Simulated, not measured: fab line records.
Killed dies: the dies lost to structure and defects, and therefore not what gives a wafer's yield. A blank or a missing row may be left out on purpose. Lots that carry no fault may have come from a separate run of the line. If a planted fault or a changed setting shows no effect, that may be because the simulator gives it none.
Problem report in the 8D (eight disciplines) form, filled by code || flow sky130 || the parts of the form that need people (team, actions taken, sign-off) are left out

1. THE ISSUE
Across 5 wafers from 3 lots, CONTACT_W_RS at SKY_CONTACT_RS_MEAS_25 averages 0.182 ohm/sq, while fault-free wafers read 0.336 ohm/sq with a standard deviation of 0.0062. Measured from the usual mean, that is -25 standard deviations.
The step: measures by four-point-probe.
Earliest sighting: wafer L455.4 on film metro-04 at day 36 14:30. At this step, 32 wafers from 11 lots have a number in the record. By rule, "out" or "out of limits" means more than 4 standard deviations away from the usual mean. The rest of the wafers with a number are treated as sound.

2. WHAT IT IS, WHAT IT ISN'T
{"question": "which readings at this step", "is": "CONTACT_W_RS", "is not": "-"}
{"question": "which lots", "is": "L455, L457, L461", "is not": "L441, L443, L446, L447, L448, L449, L450, L453"}
{"question": "which wafers of those lots", "is": "L455.4, L457.1, L457.4, L461.1, L461.4", "is not": "L455.2, L455.3, L461.3"}
{"question": "read on which gauges", "is": "film metro-03, film metro-04", "is not": "film metro-01"}
{"question": "when", "is": "from day 36 14:30", "is not": "up to then (26 sound wafers); but 1 sound wafer of L461 came after"}

3. THE SUSPECTS, EACH WITH WHAT RULES IT OUT
Counting: any tool at a process step up to the reading remains a suspect provided it ran every lot that is out. Sound lots after the first of them don't rule it out here, since some wafers of a struck lot are sound.
- the gauge at SKY_CONTACT_RS_MEAS_25: ruled out. 2 gauges (film metro-03, film metro-04) read the wafers that are out.
- cvd w-01 at SKY_CONTACT_CVD_24 (deposits W, target thk 340 nm, time 102.12 s): kept. Ran every lot that is out, first one L455 (day 36 14:22); last sound lot up to then L449 (day 35 12:59).
After counting, what remains is cvd w-01 at SKY_CONTACT_CVD_24.

4. THE CAUSE (what the simulator had put in)
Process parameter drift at SKY_CONTACT_CVD_24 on cvd w-01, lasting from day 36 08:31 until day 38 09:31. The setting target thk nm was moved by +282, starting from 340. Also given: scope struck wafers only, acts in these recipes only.
After counting, this tool was the only one left.

5. SEQUENCE OF EFFECTS, ordered by route
One row per reading whose mean, taken over the struck wafers that have a number, lies over 3 standard deviations from the usual. Only readings whose record carries a usual standard deviation are examined. hours: median over the lots of the time between each lot's start at the first step of this table that gives one and its start at this step. sigmas: the change, counted in usual standard deviations.
{"hours": 0, "step": "SKY_CONTACT_RS_MEAS_25", "reading": "CONTACT_W_RS", "usual": "0.336 ohm/sq", "on struck wafers": 0.182, "change": -0.154, "sigmas": -25}
{"hours": 9, "step": "SKY_CONTACT_CMP_27", "reading": "time to endpoint s", "usual": "81 s", "on struck wafers": 146, "change": "+65", "sigmas": "+15"}
Here are the process steps it includes:
- SKY_CONTACT_CMP_27: polishes, stops on SiO2, t overpolish 15 s, target thk 0 nm.

6. WHAT WOULD HAVE CAUGHT IT SOONER
Counted from the fault's start at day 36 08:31, it took 6 hours until the first out-of-limits reading at a measuring or inspecting step in this record, taken at day 36 14:30.
No tool reading at SKY_CONTACT_CVD_24 that has a usual standard deviation in the record was out on any struck wafer, so an alarm limit of 4 standard deviations on those readings would not have fired.
L457, L461, from the lots that are out (3), started SKY_CONTACT_CVD_24 on cvd w-01 later than day 36 14:30. A hold on the tool at that time would have spared those 2.
